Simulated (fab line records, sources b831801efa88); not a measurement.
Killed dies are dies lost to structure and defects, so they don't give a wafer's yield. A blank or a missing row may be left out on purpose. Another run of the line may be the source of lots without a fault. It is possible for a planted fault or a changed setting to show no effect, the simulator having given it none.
Tool commonality check | flow gf180mcu | Sampled: 13 lots, 39 wafers

REASON FOR OPENING
At GF_HV_LDD_THK_MEAS_57 the reading HV_LDD_CVD_56_THK is flagged on 1 of 13 lots. Wafers without a fault read 90.2 nm, standard deviation 0.93.
Rule: a lot gets a flag if all its wafers with a number sit over 4 standard deviations from that mean, or if no wafer of it has a number. The other lots count as sound.

lot  | measured     | on            | HV_LDD_CVD_56_THK (nm), wafer by wafer | flag
L819 | day 12 06:40 | film-metro-04 | 90.1 90.6 89.8                         |
L820 | day 12 09:47 | film-metro-03 | 89.3 89.9 89.6                         |
L821 | day 12 18:50 | film-metro-01 | 90.5 90.3 90.9                         |
L823 | day 13 10:49 | film-metro-03 | 91.3 91.0 91.4                         |
L825 | day 14 06:53 | film-metro-01 | 96.9 96.1 96.7                         | FLAGGED
L833 | day 17 12:08 | film-metro-01 | 89.7 90.0 89.7                         |
L835 | day 18 04:08 | film-metro-03 | 90.6 90.1 91.0                         |
L834 | day 18 07:58 | film-metro-03 | 90.1 89.3 90.3                         |
L837 | day 19 00:17 | film-metro-01 | 91.4 90.9 91.1                         |
L836 | day 19 01:43 | film-metro-03 | 90.5 90.4 90.0                         |
L839 | day 19 14:41 | film-metro-01 | 88.2 89.8 90.4                         |
L841 | day 19 22:05 | film-metro-04 | 88.9 89.0 89.1                         |
L840 | day 20 00:37 | film-metro-03 | 89.0 89.1 88.4                         |
The mean of the flagged lots' numbers is 96.6 nm, +6.4 nm from the usual (+7 standard deviations).

LOT BY LOT: THE TOOL USED
The record holds 1 process step before the reading, out of a route of 602 steps. In each cell: the tool, then ch and the chambers that the sampled wafers went through, then the start.
lot  | flag    | GF_HV_LDD_CVD_56
L819 |         | lpcvd-01 ch 0, day 12 05:14
L820 |         | lpcvd-02 ch 0, day 12 08:21
L821 |         | lpcvd-02 ch 1, day 12 17:24
L823 |         | lpcvd-01 ch 1, day 13 09:22
L825 | FLAGGED | lpcvd-02 ch 1, day 14 05:27
L833 |         | lpcvd-02 ch 1, day 17 10:42
L835 |         | lpcvd-02 ch 1, day 18 02:42
L834 |         | lpcvd-01 ch 1, day 18 06:31
L837 |         | lpcvd-02 ch 1, day 18 22:50
L836 |         | lpcvd-02 ch 0, day 19 00:16
L839 |         | lpcvd-02 ch 0, day 19 13:14
L841 |         | lpcvd-01 ch 1, day 19 20:39
L840 |         | lpcvd-01 ch 0, day 19 23:09
These steps, and what they do:
- GF_HV_LDD_CVD_56: deposits Si3N4 from DCS/NH3, target thk 90 nm, time 1543 s.
- GF_HV_LDD_THK_MEAS_57

FLAGGED OVER TOTAL, TOOL BY TOOL (the gauges that took the reading come last)
step                  | tool          | lots run | flagged | share of the flagged lots | sound lots run after its first flagged lot
GF_HV_LDD_CVD_56      | lpcvd-01      | 5        | 0       | none                      | -
GF_HV_LDD_CVD_56      | lpcvd-02      | 8        | 1       | all                       | 5 (L833,L835,L837,L836,L839)
GF_HV_LDD_THK_MEAS_57 | film-metro-01 | 5        | 1       | all                       | 3 (L833,L837,L839)
GF_HV_LDD_THK_MEAS_57 | film-metro-03 | 6        | 0       | none                      | -
GF_HV_LDD_THK_MEAS_57 | film-metro-04 | 2        | 0       | none                      | -

WHAT THE TABLE PERMITS
Rows of the table that ran all the flagged lots, 2 in number: lpcvd-02 at GF_HV_LDD_CVD_56; film-metro-01 at GF_HV_LDD_THK_MEAS_57.
- lpcvd-02 at GF_HV_LDD_CVD_56 ran 8 lots, 1 of them flagged. Sound lots followed the first flagged one (L833, L835, L837, L836, L839) on it, something a lasting fault affecting the whole tool could not allow.
- film-metro-01 at GF_HV_LDD_THK_MEAS_57 ran 5 lots, 1 of them flagged. Sound lots followed the first flagged one (L833, L837, L839) on it, something a lasting fault affecting the whole tool could not allow.
There is no row in the table that ran each flagged lot and no sound lot after the first.

WHAT THE SIMULATOR HAD PUT IN
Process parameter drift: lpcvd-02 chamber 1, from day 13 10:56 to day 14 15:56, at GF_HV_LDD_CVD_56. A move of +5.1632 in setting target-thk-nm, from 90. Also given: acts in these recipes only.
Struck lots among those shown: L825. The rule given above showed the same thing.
